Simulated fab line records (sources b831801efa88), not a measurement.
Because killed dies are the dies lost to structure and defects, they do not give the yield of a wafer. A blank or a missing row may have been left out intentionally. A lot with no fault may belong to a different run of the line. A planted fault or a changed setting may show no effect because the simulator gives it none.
A lot that was struck, set against a sound lot	flow sky130	14 out of 708 route steps
Sound: wafers L110.1, L110.3, L110.5. Wafers struck: L100.1, L100.4, L100.6. The cause is named last.
Order at every step that has rows: each side's tool, ch and its chambers, its first start. Under that, the readings that differ: sound wafers	struck wafers	difference of the means	sigmas: that difference in standard deviations of wafers without a fault.
alike: same words and numbers on both sides, and readings whose means sit less than 2 such deviations apart. not compared: any withheld reading, any reading some wafer has no value for, any bound like >300 that may hide the same value, and any number with overlapping values for which the record gives no deviation.
The two part at a step that has a row with sigmas, a row that says differs or no value, or rows on one side only. Numbers that don't overlap but have no deviation are shown without sigmas and don't part them. Lack of a reading on every wafer of one side parts them only where that side has two or more wafers.

first, 4 steps without rows for these wafers: SKY_VIA3_SOFTBAKE_08 (time 90 s); SKY_VIA3_EXPOSE_09 (exposes mask VIM3, target cd 200 nm); SKY_VIA3_PEB_10; SKY_VIA3_DEVELOP_11 (develop time 60 s).
SKY_VIA3_CD_MEAS_12: the cd target is 200 nm.
  sound on cd-sem-02, day 43 14:19; struck on cd-sem-01, day 41 02:46
  alike: cd-nm
SKY_VIA3_OVL_MEAS_13:
  sound on overlay-01, day 43 14:26; struck on overlay-01, day 41 02:53
  alike: VIA3_OVL
SKY_VIA3_ETCH_14: etches BARC in N2/H2, stops on SiO2, time 45.9 s, target depth 60 nm.
  sound on rie-diel-04 ch 1,2, day 43 14:29; struck on rie-diel-01 ch 1,2,3, day 41 02:55
  alike: drypump-motor-current-A, oes-product-au, throttle-valve-pct
  not compared: rf-hours-counter-h
SKY_VIA3_ETCH_15: etches SiO2 in C4F8/O2/Ar, stops on TiN, target depth 507 nm, time 78 s.
  sound on rie-diel-04 ch 1,2, day 43 14:31; struck on rie-diel-01 ch 1,2,3, day 41 02:58
  alike: oes-product-au
  not compared: rf-hours-counter-h
SKY_VIA3_STRIP_16: strips in O2/N2.
  sound on plasma-asher-01 ch 0,1, day 43 14:35; struck on plasma-asher-03 ch 0, day 41 03:01
reading	sound	struck	difference	sigmas
drypump-motor-current-A (A)	5.2 4.8 4.9	6.2 6.2 6.2	+1.2	+2
strip-time-to-endpoint-s (s)	4.161 4.157 4.197	4.091 4.096 4.116	-0.071	-3
  alike: oes-product-au
  not compared: rf-hours-counter-h
then, 3 steps without rows for these wafers: SKY_VIA3_STRIP_17 (strips in post etch residue remover, time 1200 s); SKY_VIA3_CLEAN_18 (cleans in IPA, time 180 s); SKY_VIA3_CLEAN_19 (cleans in O3/DIW).
SKY_VIA3_SPUTTER_20: material TiN, target thk 20 nm, time 80 s.
  sound on pvd-sputter-02, day 43 15:16; struck on pvd-sputter-02, day 41 03:43
  no value came back on the struck wafers for cathode-dc-power-W (W), chamber-pressure-pa (Pa), throttle-valve-pct (%), time-s (s); on the sound wafers cathode-dc-power-W (W) reads 3998.6 4000.4 4001.0
SKY_VIA3_CVD_21: deposits W, target thk 390 nm, time 117.31 s.
  sound on cvd-w-02 ch 0,1, day 43 15:19; struck on cvd-w-02 ch 0,1, day 41 03:47
  alike: heater-power-w

## WHERE THEY PART
Last at SKY_VIA3_SPUTTER_20 as far as this record goes, first at SKY_VIA3_STRIP_16. Later steps at which nothing parts them and some readings are alike: SKY_VIA3_CVD_21.

WHY: what had been put in by the simulator
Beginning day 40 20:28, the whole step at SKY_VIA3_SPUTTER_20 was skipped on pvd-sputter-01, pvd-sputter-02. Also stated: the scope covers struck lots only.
